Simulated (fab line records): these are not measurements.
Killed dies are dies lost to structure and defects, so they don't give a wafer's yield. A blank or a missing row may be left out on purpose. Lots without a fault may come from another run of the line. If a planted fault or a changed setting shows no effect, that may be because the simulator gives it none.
What tool caused it? / flow sky130 / Sampling: 11 lots, 33 wafers, 4 of 708 route steps

WHAT EACH GAUGE READ, for each wafer
SKY_POLY_CUT_CD_MEAS_08: target cd 270 nm.
lot=L687; measured=day 24 05:58; on=cd_sem-01; cd_nm (nm)=268.1 268.8 268.2
lot=L690; measured=day 25 07:29; on=cd_sem-01; cd_nm (nm)=269.4 269.6 268.2
lot=L691; measured=day 26 00:02; on=cd_sem-01; cd_nm (nm)=270.3 269.8 270.4
lot=L692; measured=day 26 09:24; on=cd_sem-02; cd_nm (nm)=269.7 269.4 270.6
lot=L695; measured=day 26 22:58; on=cd_sem-02; cd_nm (nm)=270.9 271.0 271.1
lot=L696; measured=day 27 09:51; on=cd_sem-01; cd_nm (nm)=270.5 270.2 269.9
lot=L697; measured=day 27 12:05; on=cd_sem-01; cd_nm (nm)=267.3 269.0 268.9
lot=L699; measured=day 28 17:45; on=cd_sem-02; cd_nm (nm)=270.5 269.1 271.4
lot=L705; measured=day 30 11:28; on=cd_sem-01; cd_nm (nm)=269.5 269.7 267.8
lot=L706; measured=day 30 19:01; on=cd_sem-01; cd_nm (nm)=271.1 269.9 270.7
lot=L707; measured=day 30 23:37; on=cd_sem-02; cd_nm (nm)=268.9 256.2 268.6

WHICH TOOL RAN EACH LOT (tool, then ch and the chambers of the sampled wafers, then the start)
lot=L687; SKY_VT_ADJUST_LVTN_STRIP_09=plasma_asher-02 ch 0,1, day 6 19:19; SKY_GATE_OXIDE_STRIP_13=plasma_asher-03 ch 0,1, day 13 19:44; SKY_POLY_CUT_EXPOSE_05=krf_scanner-01 ch 0, day 23 15:06
lot=L690; SKY_VT_ADJUST_LVTN_STRIP_09=plasma_asher-04 ch 0,1, day 7 15:05; SKY_GATE_OXIDE_STRIP_13=plasma_asher-03 ch 0,1, day 14 19:19; SKY_POLY_CUT_EXPOSE_05=krf_scanner-02 ch 0, day 24 16:28
lot=L691; SKY_VT_ADJUST_LVTN_STRIP_09=plasma_asher-01 ch 0,1, day 8 01:57; SKY_GATE_OXIDE_STRIP_13=plasma_asher-01 ch 0,1, day 15 10:58; SKY_POLY_CUT_EXPOSE_05=krf_scanner-02 ch 0, day 25 09:54
lot=L692; SKY_VT_ADJUST_LVTN_STRIP_09=plasma_asher-01 ch 0,1, day 8 07:40; SKY_GATE_OXIDE_STRIP_13=plasma_asher-03 ch 0,1, day 15 21:27; SKY_POLY_CUT_EXPOSE_05=krf_scanner-01 ch 0, day 25 18:59
lot=L695; SKY_VT_ADJUST_LVTN_STRIP_09=plasma_asher-02 ch 0,1, day 9 00:02; SKY_GATE_OXIDE_STRIP_13=plasma_asher-01 ch 0,1, day 16 11:26; SKY_POLY_CUT_EXPOSE_05=krf_scanner-01 ch 0, day 26 08:11
lot=L696; SKY_VT_ADJUST_LVTN_STRIP_09=plasma_asher-02 ch 1, day 9 05:39; SKY_GATE_OXIDE_STRIP_13=plasma_asher-04 ch 0,1, day 16 22:04; SKY_POLY_CUT_EXPOSE_05=krf_scanner-02 ch 0, day 26 19:31
lot=L697; SKY_VT_ADJUST_LVTN_STRIP_09=plasma_asher-04 ch 0,1, day 9 12:53; SKY_GATE_OXIDE_STRIP_13=plasma_asher-04 ch 0,1, day 17 03:19; SKY_POLY_CUT_EXPOSE_05=krf_scanner-02 ch 0, day 26 22:35
lot=L699; SKY_VT_ADJUST_LVTN_STRIP_09=plasma_asher-02 ch 0,1, day 10 10:17; SKY_GATE_OXIDE_STRIP_13=plasma_asher-04 ch 0,1, day 18 07:55; SKY_POLY_CUT_EXPOSE_05=krf_scanner-01 ch 0, day 28 03:18
lot=L705; SKY_VT_ADJUST_LVTN_STRIP_09=plasma_asher-04 ch 0,1, day 11 23:59; SKY_GATE_OXIDE_STRIP_13=plasma_asher-03 ch 0,1, day 20 06:10; SKY_POLY_CUT_EXPOSE_05=krf_scanner-02 ch 0, day 29 21:29
lot=L706; SKY_VT_ADJUST_LVTN_STRIP_09=plasma_asher-01 ch 0,1, day 12 03:51; SKY_GATE_OXIDE_STRIP_13=plasma_asher-03 ch 0,1, day 20 13:48; SKY_POLY_CUT_EXPOSE_05=krf_scanner-02 ch 0, day 30 05:43
lot=L707; SKY_VT_ADJUST_LVTN_STRIP_09=plasma_asher-04 ch 0,1, day 12 08:20; SKY_GATE_OXIDE_STRIP_13=plasma_asher-03 ch 0,1, day 20 16:25; SKY_POLY_CUT_EXPOSE_05=krf_scanner-01 ch 0, day 30 09:53
- SKY_VT_ADJUST_LVTN_STRIP_09: strips in O2/N2.
- SKY_GATE_OXIDE_STRIP_13: strips in O2/N2.
- SKY_POLY_CUT_EXPOSE_05: exposes mask NPCM, target cd 270 nm.

WHAT THE TOOLS THEMSELVES READ (means of the sampled wafers that have a number; where no wafer has one, the mark that the record gives instead)
SKY_VT_ADJUST_LVTN_STRIP_09.
lot=L687; tool=plasma_asher-02; drypump_motor_current_A (A)=6.17; oes_product_au (a.u.)=0.727; strip_time_to_endpoint_s (s)=36.78
lot=L690; tool=plasma_asher-04; drypump_motor_current_A (A)=5.94; oes_product_au (a.u.)=0.719; strip_time_to_endpoint_s (s)=36.85
lot=L691; tool=plasma_asher-01; drypump_motor_current_A (A)=6.18; oes_product_au (a.u.)=0.722; strip_time_to_endpoint_s (s)=36.99
lot=L692; tool=plasma_asher-01; drypump_motor_current_A (A)=6.20; oes_product_au (a.u.)=0.721; strip_time_to_endpoint_s (s)=36.73
lot=L695; tool=plasma_asher-02; drypump_motor_current_A (A)=6.09; oes_product_au (a.u.)=0.720; strip_time_to_endpoint_s (s)=36.92
lot=L696; tool=plasma_asher-02; drypump_motor_current_A (A)=6.26; oes_product_au (a.u.)=0.726; strip_time_to_endpoint_s (s)=36.99
lot=L697; tool=plasma_asher-04; drypump_motor_current_A (A)=5.95; oes_product_au (a.u.)=0.725; strip_time_to_endpoint_s (s)=37.03
lot=L699; tool=plasma_asher-02; drypump_motor_current_A (A)=6.10; oes_product_au (a.u.)=0.718; strip_time_to_endpoint_s (s)=36.89
lot=L705; tool=plasma_asher-04; drypump_motor_current_A (A)=5.94; oes_product_au (a.u.)=0.726; strip_time_to_endpoint_s (s)=37.02
lot=L706; tool=plasma_asher-01; drypump_motor_current_A (A)=6.20; oes_product_au (a.u.)=0.725; strip_time_to_endpoint_s (s)=36.94
lot=L707; tool=plasma_asher-04; drypump_motor_current_A (A)=5.92; oes_product_au (a.u.)=0.730; strip_time_to_endpoint_s (s)=36.82

SKY_GATE_OXIDE_STRIP_13.
lot=L687; tool=plasma_asher-03; drypump_motor_current_A (A)=5.97; oes_product_au (a.u.)=0.715; strip_time_to_endpoint_s (s)=14.12
lot=L690; tool=plasma_asher-03; drypump_motor_current_A (A)=5.73; oes_product_au (a.u.)=0.715; strip_time_to_endpoint_s (s)=14.14
lot=L691; tool=plasma_asher-01; drypump_motor_current_A (A)=6.23; oes_product_au (a.u.)=0.712; strip_time_to_endpoint_s (s)=14.17
lot=L692; tool=plasma_asher-03; drypump_motor_current_A (A)=5.71; oes_product_au (a.u.)=0.712; strip_time_to_endpoint_s (s)=14.22
lot=L695; tool=plasma_asher-01; drypump_motor_current_A (A)=6.20; oes_product_au (a.u.)=0.712; strip_time_to_endpoint_s (s)=14.17
lot=L696; tool=plasma_asher-04; drypump_motor_current_A (A)=5.95; oes_product_au (a.u.)=0.716; strip_time_to_endpoint_s (s)=14.19
lot=L697; tool=plasma_asher-04; drypump_motor_current_A (A)=5.81; oes_product_au (a.u.)=0.718; strip_time_to_endpoint_s (s)=14.20
lot=L699; tool=plasma_asher-04; drypump_motor_current_A (A)=5.79; oes_product_au (a.u.)=0.714; strip_time_to_endpoint_s (s)=14.14
lot=L705; tool=plasma_asher-03; drypump_motor_current_A (A)=5.72; oes_product_au (a.u.)=0.715; strip_time_to_endpoint_s (s)=14.22
lot=L706; tool=plasma_asher-03; drypump_motor_current_A (A)=5.94; oes_product_au (a.u.)=0.717; strip_time_to_endpoint_s (s)=14.14
lot=L707; tool=plasma_asher-03; drypump_motor_current_A (A)=5.92; oes_product_au (a.u.)=0.717; strip_time_to_endpoint_s (s)=14.12

SKY_POLY_CUT_EXPOSE_05.
lot=L687; tool=krf_scanner-01; focus_offset_nm (nm)=0.0
lot=L690; tool=krf_scanner-02; focus_offset_nm (nm)=-0.8
lot=L691; tool=krf_scanner-02; focus_offset_nm (nm)=0.3
lot=L692; tool=krf_scanner-01; focus_offset_nm (nm)=0.0
lot=L695; tool=krf_scanner-01; focus_offset_nm (nm)=-0.1
lot=L696; tool=krf_scanner-02; focus_offset_nm (nm)=0.0
lot=L697; tool=krf_scanner-02; focus_offset_nm (nm)=-0.4
lot=L699; tool=krf_scanner-01; focus_offset_nm (nm)=0.2
lot=L705; tool=krf_scanner-02; focus_offset_nm (nm)=0.0
lot=L706; tool=krf_scanner-02; focus_offset_nm (nm)=-0.4
lot=L707; tool=krf_scanner-01; focus_offset_nm (nm)=0.4

THE ANSWER, worked out from the rows above alone
Rule: usual is defined by the lots themselves. The widest of any qualifying gaps counts: lots, ordered by their means at a reading, are off when they make up no more than a third of the lots, leave a main group of 4 or more, and stand apart from it by 3 or more times the standard deviation of that group's means. A main group is skipped when, at the precision printed for the reading in the tables above, its means are all equal. Also off: a lot with no number at a reading for which 4 or more lots have one. The other lots that the step has rows for count as sound. First the gauges in route order, then the tools' own readings, where a lot's mean is used as printed above. The first step at which some lot is off is used, and at that step the reading that is off furthest; a lot without a number counts as furthest.
Off: L707, at SKY_POLY_CUT_CD_MEAS_08 (cd_nm). The main group has a mean of 269.7 nm with a standard deviation of 0.88.
If a tool, at a process step before that reading, ran all the lots that are off and no sound lot after the first of them, it fits. Gauges at SKY_POLY_CUT_CD_MEAS_08: tried the same way as those tools. Can't be told from this: 4 tools fit, plasma_asher-04 at SKY_VT_ADJUST_LVTN_STRIP_09, plasma_asher-03 at SKY_GATE_OXIDE_STRIP_13, krf_scanner-01 at SKY_POLY_CUT_EXPOSE_05, cd_sem-02 at SKY_POLY_CUT_CD_MEAS_08.

WHAT WAS PUT IN BY THE SIMULATOR
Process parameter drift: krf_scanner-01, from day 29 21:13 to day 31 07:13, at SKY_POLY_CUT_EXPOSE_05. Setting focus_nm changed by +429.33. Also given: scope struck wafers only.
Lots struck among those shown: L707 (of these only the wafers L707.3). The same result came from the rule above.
